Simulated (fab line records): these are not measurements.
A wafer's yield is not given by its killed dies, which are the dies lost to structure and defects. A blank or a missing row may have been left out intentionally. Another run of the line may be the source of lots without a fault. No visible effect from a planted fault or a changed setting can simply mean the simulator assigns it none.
A struck lot beside a sound one | flow sky130 | 15 out of 708 route steps
Sound: the wafers L708.1, L708.3, L708.5. Struck: wafers L710.4, L710.6. The cause is given at the end.
For every step that has rows: the tool of each side, followed by ch and its chambers, followed by its first start. Under that, the readings that differ: sound wafers | struck wafers | difference of the means | sigmas: that difference in standard deviations of wafers without a fault.
alike: readings with means less than 2 such deviations apart, plus words and numbers identical on both sides. not compared: withheld readings, readings lacking a value on some wafer, bounds such as >300 that could conceal the same value, and numbers that have no deviation in the record and whose values overlap.
The two part at a step that has a row with sigmas, a row that says differs or no value, or rows on one side only. When numbers do not overlap yet have no deviation, they are printed without sigmas and do not part them. Lack of a reading on every wafer of one side parts them only where that side has two or more wafers.

first, 1 step without rows for these wafers: SKY_VT_ADJUST_NCORE_DEVELOP_06 (develop time 60 s).
SKY_VT_ADJUST_NCORE_CD_MEAS_07 targets a cd of 380 nm.
  struck on cd-sem-02, day 14 10:10; sound on cd-sem-02, day 13 22:04
  alike: cd-nm
SKY_VT_ADJUST_NCORE_OVL_MEAS_08:
  struck on overlay-01, day 14 10:15; sound on overlay-01, day 13 22:11
  reading                  | sound          | struck  | difference | sigmas
  VT_ADJUST_NCORE_OVL (nm) | -2.6 -0.3 -0.1 | 1.9 1.7 | +2.8       | +2
then, 1 step without rows for these wafers: SKY_VT_ADJUST_NCORE_IMPLANT_09.
SKY_VT_ADJUST_NCORE_STRIP_10: strips in O2/N2.
  sound on plasma-asher-03 ch 0,1, day 13 22:22; struck on plasma-asher-02 ch 0,1, day 14 10:27
  alike: drypump-motor-current-A, oes-product-au, strip-time-to-endpoint-s
  not compared: rf-hours-counter-h
SKY_VT_ADJUST_NCORE_TW_MEAS_11:
  struck on film-metro-01, day 14 10:33; sound on film-metro-01, day 13 22:28
  alike: VT_ADJUST_NCORE_TW
then, 6 steps without rows for these wafers: SKY_VT_ADJUST_HVTR_DEHYDRATE_00 (time 60 s); SKY_VT_ADJUST_HVTR_HMDS_01 (prime time 60 s); SKY_VT_ADJUST_HVTR_COAT_02 (resist thk 1140 nm); SKY_VT_ADJUST_HVTR_SOFTBAKE_03 (time 60 s); SKY_VT_ADJUST_HVTR_EXPOSE_04 (exposes mask HVTRM, target cd 380 nm); SKY_VT_ADJUST_HVTR_PEB_05.
SKY_VT_ADJUST_HVTR_DEVELOP_06: develop time 60 s.
  sound on litho-track-04 ch 0, day 15 01:55; struck on litho-track-01 ch 0, day 15 12:59
SKY_VT_ADJUST_HVTR_CD_MEAS_07 targets a cd of 380 nm.
  struck on cd-sem-02, day 15 13:32; sound on cd-sem-02, day 15 02:04
  reading    | sound             | struck      | difference | sigmas
  cd-nm (nm) | 380.6 382.5 382.3 | 398.8 399.8 | +17.5      | +7
  not compared: hold
SKY_VT_ADJUST_HVTR_OVL_MEAS_08:
  struck on overlay-02, day 15 17:47; sound on overlay-02, day 15 02:11
  reading | sound | struck                                            | difference                   | sigmas
  hold    | - - - | await-dispo/4.2h/release await-dispo/4.2h/release | no value on the sound wafers |
  alike: VT_ADJUST_HVTR_OVL

== WHERE THEY PART ==
Last at SKY_VT_ADJUST_HVTR_OVL_MEAS_08 as far as this record goes, first at SKY_VT_ADJUST_NCORE_OVL_MEAS_08.

WHY: whatever the simulator had introduced
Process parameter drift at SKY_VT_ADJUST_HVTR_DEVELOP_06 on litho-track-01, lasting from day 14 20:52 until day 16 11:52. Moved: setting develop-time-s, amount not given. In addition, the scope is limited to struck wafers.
